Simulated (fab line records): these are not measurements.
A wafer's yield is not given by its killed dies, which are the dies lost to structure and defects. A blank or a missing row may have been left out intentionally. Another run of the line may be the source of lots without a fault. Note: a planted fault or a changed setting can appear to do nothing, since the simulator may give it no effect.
Code-filled problem report in 8D (eight disciplines) form :: flow sky130 :: the parts of the form that need people (team, actions taken, sign-off) are left out

== 1. WHAT IS WRONG ==
Mean VT_ADJUST_HVTP_TW at SKY_VT_ADJUST_HVTP_TW_MEAS_11: 1406 over 6 wafers in 2 lots; fault-free wafers: 1359, standard deviation 9.1. Measured from the usual mean, that is +5.2 standard deviations.
The first sign was on wafer L618.1 at day 9 23:57, on film_metro-03. The record holds 42 wafers of 14 lots with a number at this step. The rule behind "out" and "out of limits": a value lying over 4 standard deviations away from the usual mean. The other wafers with a number count as sound.

== 2. WHAT IT IS AND WHAT IT IS NOT ==
question: which readings at this step
is: VT_ADJUST_HVTP_TW
is not: -

question: which lots
is: L618, L619
is not: L604, L605, L606, L608, L609, L610, L611, L612, L613, L615, L616, L617

question: which wafers of those lots
is: all that have a number
is not: -

question: read on which gauges
is: film_metro-02, film_metro-03
is not: film_metro-01

question: when
is: from day 9 23:57
is not: up to then (36 sound wafers)

== 3. WHAT RULES OUT EACH SUSPECT ==
Counting: any tool at a process step up to the reading is kept as a suspect provided that every lot that is out went through it and no sound lot did after the first of them.
- the gauge at SKY_VT_ADJUST_HVTP_TW_MEAS_11: ruled out. The wafers that are out were read on 2 gauges (film_metro-02, film_metro-03).
- implanter-01 at SKY_VT_ADJUST_HVTP_IMPLANT_09: kept. It processed each lot that is out, first L618 at day 9 23:42, and no sound lot thereafter; up to then, the last sound lot it processed was L617 at day 9 19:00. Its own readings are out on those wafers: dose_ions_cm2, faraday_current_uA.
After counting, what remains is implanter-01 at SKY_VT_ADJUST_HVTP_IMPLANT_09.

== 4. THE CAUSE (what the simulator had put in) ==
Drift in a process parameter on implanter-01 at SKY_VT_ADJUST_HVTP_IMPLANT_09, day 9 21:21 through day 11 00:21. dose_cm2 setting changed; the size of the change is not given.
After counting, this tool was the only one left.

== 5. SEQUENCE OF EFFECTS, ordered by route ==
Rows list readings where the struck wafers' mean (over those with a number) sits beyond 3 standard deviations from the usual. Only readings whose record carries a usual standard deviation are examined. hours: median over the lots of the time between each lot's start at the first step of this table that gives one and its start at this step. sigmas: the change, counted in usual standard deviations.
hours: 0
step: SKY_VT_ADJUST_HVTP_IMPLANT_09
reading: dose_ions_cm2
usual: 4.3e+12
on struck wafers: 4.9e+12
change: +5.9e+11
sigmas: +99 or more

hours: 0
step: SKY_VT_ADJUST_HVTP_IMPLANT_09
reading: faraday_current_uA
usual: 24.3
on struck wafers: 27.6
change: +3.3
sigmas: +6.3

hours: 0
step: SKY_VT_ADJUST_HVTP_TW_MEAS_11
reading: VT_ADJUST_HVTP_TW
usual: 1359
on struck wafers: 1406
change: +48
sigmas: +5.2
The process steps in it:
- SKY_VT_ADJUST_HVTP_IMPLANT_09
Later steps that measure or inspect, where all struck wafers having a row at the step show a number for every such reading and not one has moved that far: SKY_SONOS_TUNNEL_TW_MEAS_12.

== 6. HOW IT WOULD HAVE BEEN CAUGHT EARLIER ==
The first out-of-limits reading at a measuring or inspecting step in this record came at day 9 23:57, 3 hours after the fault's start at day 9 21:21.
At SKY_VT_ADJUST_HVTP_IMPLANT_09, the tool's own readings (dose_ions_cm2, faraday_current_uA) were out on each struck wafer the step has a row for, so an alarm limit on them would have fired on the first such wafer.
Of the lots that are out (2), L619 began SKY_VT_ADJUST_HVTP_IMPLANT_09 on implanter-01 after day 9 23:57. Had the tool been put on hold then, it would have been spared.
